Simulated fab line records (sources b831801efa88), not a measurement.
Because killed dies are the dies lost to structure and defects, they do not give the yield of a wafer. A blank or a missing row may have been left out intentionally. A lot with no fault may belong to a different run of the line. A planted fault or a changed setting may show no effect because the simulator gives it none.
Comparing a struck lot with a sound one | flow gf180mcu | 15 steps out of a route of 602
Sound: wafers L905.1, L905.4, L905.5. The struck wafers were L918.2, L918.5, L918.6. Last of all comes the cause.
At each step with rows: each side's tool, then ch and its chambers, then its first start. Under that, the readings that differ: sound wafers | struck wafers | difference of the means | sigmas: that difference in standard deviations of wafers without a fault.
alike: readings whose means differ by less than 2 such deviations, and words and numbers that are the same on both sides. not compared: withheld readings, readings that some wafer has no value for, bounds like >300 that may hide the same value, and numbers for which the record gives no deviation and whose values overlap.
Wherever a step has rows on one side only, a row that says differs or no value, or a row with sigmas, the two part there. Numbers that have no deviation but don't overlap get no sigmas and don't part them. A reading that every wafer of one side lacks parts them only if that side has two wafers or more.

first, 3 steps without rows for these wafers: GF_LVPWELL_EXPOSE_04 (exposes mask LVPWELL, target cd 600 nm); GF_LVPWELL_PEB_05; GF_LVPWELL_DEVELOP_06 (develop time 60 s).
GF_LVPWELL_OVL_MEAS_07:
  struck on overlay-01, day 7 08:41; sound on overlay-02, day 4 09:14
  alike: LVPWELL_OVL
then, 2 steps without rows for these wafers: GF_LVPWELL_IMPLANT_08; GF_LVPWELL_IMPLANT_09.
GF_LVPWELL_STRIP_10: strips in O2/N2.
  sound on plasmaAsher-03 ch 0,1, day 4 09:34; struck on plasmaAsher-03 ch 0,1, day 7 09:01
  alike: drypumpMotorCurrentA, heaterPowerW, oesProductAu, stripTimeToEndpointS
  not compared: rfHoursCounterH
GF_LVPWELL_TW_MEAS_11:
  struck on filmMetro-01, day 7 09:08; sound on filmMetro-04, day 4 09:40
  alike: LVPWELL_TW
then, 4 steps without rows for these wafers: GF_MVSD_DEHYDRATE_00 (time 60 s); GF_MVSD_HMDS_01 (prime time 60 s); GF_MVSD_COAT_02 (resist thk 3000 nm); GF_MVSD_SOFTBAKE_03.
GF_MVSD_EXPOSE_04: exposes mask MVSD, target cd 1000 nm.
  sound on ilineStepper-02 ch 0, day 4 16:31; struck on ilineStepper-02 ch 0, day 7 16:50
reading | sound                | struck                        | difference | sigmas
mask    | MVSD#0 MVSD#0 MVSD#0 | MVSD_R1#0 MVSD_R1#0 MVSD_R1#0 | differs    | 
then, 1 step without rows for these wafers: GF_MVSD_PEB_05.
-- the record jumps here: 25 days lie between the struck wafers' starts before and after (it left off in module MVSD and takes up again in module PASSIVATION, whose first step shown is number 602 of the route) --
GF_PASSIVATION_PROBE_99:
  record: rows for the struck wafers here (prober-02, day 33 01:29), none for the sound ones

WHERE THEY PART
First at GF_MVSD_EXPOSE_04; last, within this record, at GF_PASSIVATION_PROBE_99.

WHY: what the simulator had put in
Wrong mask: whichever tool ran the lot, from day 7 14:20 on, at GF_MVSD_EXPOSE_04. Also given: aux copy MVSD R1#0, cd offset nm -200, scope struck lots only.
